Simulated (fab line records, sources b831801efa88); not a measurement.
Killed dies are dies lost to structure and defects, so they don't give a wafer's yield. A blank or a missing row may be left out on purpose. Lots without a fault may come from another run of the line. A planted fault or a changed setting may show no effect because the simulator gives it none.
Chamber matching | flow sky130 | SKY_CAPM_CVD_00 on pecvd-03: 3 sister chambers
The step deposits SiO2, target thk 15.5 nm. 3 wafers are shown with their chamber, then 9 later ones without.

WAFERS WITH THEIR CHAMBER
wafer  | chamber | rf_fwd_power_W (W)
L084.2 | 2       | 440.2
L089.1 | 1       | 440.8
L089.4 | 0       | 443.9

WAFERS WITHOUT THEIR CHAMBER
wafer  | rf_fwd_power_W (W)
L092.1 | 438.0
L092.3 | 440.9
L092.4 | 443.4
L093.4 | 436.5
L093.5 | 445.9
L093.6 | 440.2
L096.4 | 441.1
L096.5 | 438.6
L096.6 | 440.7

WHICH CHAMBER EACH WENT THROUGH
wafer  | from the rows above          | in truth
L092.1 | can't be placed: 2 or 1      | 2
L092.3 | can't be placed: 1 or 2 or 0 | 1
L092.4 | can't be placed: 0 or 1 or 2 | 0
L093.4 | can't be placed: 2 or 1      | 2
L093.5 | can't be placed: 0 or 1      | 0
L093.6 | can't be placed: 2 or 1      | 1
L096.4 | can't be placed: 1 or 2 or 0 | 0
L096.5 | can't be placed: 2 or 1      | 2
L096.6 | can't be placed: 1 or 2 or 0 | 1
Placed correctly: 0 of 9. Can't be placed from these rows: 9 (the true chamber is among the candidates in 9). Placed wrongly: 0.
How it was worked out, from the rows above alone: a wafer's distance from a chamber is the root of the sum, over the readings, of the square of ((its reading less the chamber's mean) divided by the reading's scatter). The wafer belongs to the nearest chamber; if the next one is less than 2 further off, it can't be placed. A chamber's mean is the mean of its shown wafers. The scatter: with one shown wafer a chamber, the root of the mean of the squares of how far each hidden wafer lies from its nearest shown one.
